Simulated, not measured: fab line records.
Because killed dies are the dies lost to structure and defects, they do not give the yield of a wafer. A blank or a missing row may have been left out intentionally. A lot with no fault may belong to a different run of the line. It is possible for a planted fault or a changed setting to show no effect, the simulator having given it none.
Which tool did it? ; flow sky130 ; Sampling: 13 lots, 39 wafers, 3 of 708 route steps

## WHAT EACH GAUGE READ, for each wafer
SKY_LOCAL_INTERCONNECT_RS_MEAS_01: the measuring method here is four-point-probe. Usual: LOCAL_INTERCONNECT_TIN_RS 14.23 ohm/sq, standard deviation 0.17.
lot;measured;on;LOCAL_INTERCONNECT_TIN_RS (ohm/sq);flag
L193;day 28 21:24;film metro-02;14.09 14.29 14.34;
L194;day 29 07:23;film metro-02;14.32 14.32 14.33;
L197;day 30 12:22;film metro-01;14.23 14.15 14.10;
L196;day 30 15:49;film metro-02;13.53 13.55 13.55;OFF
L199;day 31 11:27;film metro-01;13.43 13.44 13.41;OFF
L208;day 34 00:31;film metro-02;14.48 14.33 14.34;
L209;day 34 09:22;film metro-02;14.39 14.44 14.33;
L210;day 34 18:03;film metro-02;14.50 14.33 14.60;
L211;day 34 20:45;film metro-02;14.29 14.47 14.36;
L212;day 35 11:25;film metro-04;14.45 14.37 14.41;
L213;day 35 18:43;film metro-04;13.96 13.87 14.25;
L214;day 36 07:40;film metro-04;14.05 13.94 14.09;
L215;day 36 15:54;film metro-02;14.32 14.00 14.45;

SKY_LOCAL_INTERCONNECT_THK_MEAS_02: measures by xrf. Usual: LOCAL_INTERCONNECT_TIN_THK 100.3 nm, standard deviation 1.1.
lot;measured;on;LOCAL_INTERCONNECT_TIN_THK (nm);flag
L193;day 28 21:31;film metro-02;101.0 99.8 99.8;
L194;day 29 07:30;film metro-02;99.8 99.8 99.7;
L197;day 30 12:29;film metro-01;100.3 100.3 101.0;
L196;day 30 15:56;film metro-02;105.3 105.0 105.4;OFF
L199;day 31 11:34;film metro-01;106.0 105.5 105.8;OFF
L208;day 34 00:38;film metro-02;98.8 100.5 100.1;
L209;day 34 09:29;film metro-02;99.3 99.3 99.8;
L210;day 34 18:10;film metro-02;98.7 100.0 97.8;
L211;day 34 20:52;film metro-02;100.1 98.6 99.8;
L212;day 35 11:32;film metro-04;98.6 99.5 99.3;
L213;day 35 18:49;film metro-04;102.2 103.0 99.8;
L214;day 36 07:47;film metro-04;101.3 101.8 100.8;
L215;day 36 16:01;film metro-02;99.2 101.5 98.3;

## EACH LOT AND THE TOOL THAT RAN IT (in order: tool; ch and the chambers of the sampled wafers; start)
lot;SKY_LOCAL_INTERCONNECT_SPUTTER_00
L193;pvd sputter-01, day 28 21:20
L194;pvd sputter-02, day 29 07:19
L197;pvd sputter-02, day 30 12:19
L196;pvd sputter-02, day 30 15:46
L199;pvd sputter-02, day 31 11:23
L208;pvd sputter-01, day 34 00:26
L209;pvd sputter-02, day 34 09:17
L210;pvd sputter-02, day 34 17:59
L211;pvd sputter-03, day 34 20:41
L212;pvd sputter-03, day 35 11:21
L213;pvd sputter-01, day 35 18:37
L214;pvd sputter-03, day 36 07:37
L215;pvd sputter-02, day 36 15:50
- SKY_LOCAL_INTERCONNECT_SPUTTER_00: material TiN, target thk 100 nm, time 83.3 s.

## WHAT THE TOOLS THEMSELVES READ (means of the sampled wafers that have a number; where no wafer has one, the mark that the record gives instead)
SKY_LOCAL_INTERCONNECT_SPUTTER_00. Usual: throttle valve pct reads 30.1 % (standard deviation 1.3).
lot;tool;throttle valve pct (%);flag
L193;pvd sputter-01;30.9;
L194;pvd sputter-02;30.0;
L197;pvd sputter-02;28.7;
L196;pvd sputter-02;28.8;
L199;pvd sputter-02;28.9;
L208;pvd sputter-01;30.5;
L209;pvd sputter-02;30.5;
L210;pvd sputter-02;30.0;
L211;pvd sputter-03;29.9;
L212;pvd sputter-03;29.8;
L213;pvd sputter-01;30.5;
L214;pvd sputter-03;30.0;
L215;pvd sputter-02;30.0;

## THE ANSWER, worked out from the rows above alone
Rule: a lot is off if the mean of its wafers that have a number lies more than 3 standard deviations from the usual mean. A lot without any number at a reading at which 4 lots or more have one is off too. Any other lot the step has rows for is counted as sound. After the gauges, taken in route order, come the tools' own readings; for these a lot's mean is taken, as printed above. The first step at which some lot is off is used, and at that step the reading that is off furthest; a lot without a number counts as furthest.
Off: at SKY_LOCAL_INTERCONNECT_RS_MEAS_01 (LOCAL_INTERCONNECT_TIN_RS), L196, L199.
A tool fits if, at a process step before that reading, it ran every lot that is off, and no sound lot after the first of them. The gauges at SKY_LOCAL_INTERCONNECT_RS_MEAS_01 are tried like those tools. Of those tried, none fits.

## WHAT HAD BEEN PUT IN BY THE SIMULATOR
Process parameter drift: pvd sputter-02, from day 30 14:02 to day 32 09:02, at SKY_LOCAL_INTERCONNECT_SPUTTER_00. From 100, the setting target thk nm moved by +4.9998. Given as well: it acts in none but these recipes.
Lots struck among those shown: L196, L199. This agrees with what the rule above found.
